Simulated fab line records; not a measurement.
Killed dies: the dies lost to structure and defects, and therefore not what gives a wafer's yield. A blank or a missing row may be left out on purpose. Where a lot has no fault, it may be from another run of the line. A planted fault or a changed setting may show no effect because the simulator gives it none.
Chamber matching    flow gf180mcu    3 sister chambers for GF_V5_CVD_00 on hdpcvd-01
The step deposits SiO2, target thk 300 nm, time 50 s. 3 wafers are shown with their chamber, then 8 later ones without.

== WAFERS, EACH WITH ITS CHAMBER ==
wafer   chamber  runLengthS (s)
L126.3  2        77.7
L126.4  1        78.2
L129.1  0        77.7

== WAFERS WITH NO CHAMBER GIVEN ==
wafer   runLengthS (s)
L129.2  78.0
L129.3  77.6
L130.1  78.2
L130.2  78.3
L130.5  78.8
L131.2  77.3
L131.3  78.5
L131.5  77.6

== EACH ONE'S CHAMBER ==
wafer   from the rows above           in truth
L129.2  can't be placed: 1 or 0 or 2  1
L129.3  can't be placed: 0 or 2 or 1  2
L130.1  can't be placed: 1 or 0 or 2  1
L130.2  can't be placed: 1 or 0 or 2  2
L130.5  can't be placed: 1 or 0 or 2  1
L131.2  can't be placed: 0 or 2 or 1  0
L131.3  can't be placed: 1 or 0 or 2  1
L131.5  can't be placed: 0 or 2 or 1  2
Correctly placed: 0 of 8. From these rows, 8 cannot be placed; in 8 the true chamber is one of the candidates. Placed wrongly: 0.
How it was worked out, from the rows above alone: a wafer's distance from a chamber is the root of the sum, over the readings, of the square of ((its reading less the chamber's mean) divided by the reading's scatter). If the next closest chamber is less than 2 further off than the closest, the wafer can't be placed; otherwise it belongs to the closest. For every chamber, the mean is computed from those of its wafers that are shown. The scatter: with one shown wafer a chamber, the root of the mean of the squares of how far each hidden wafer lies from its nearest shown one.
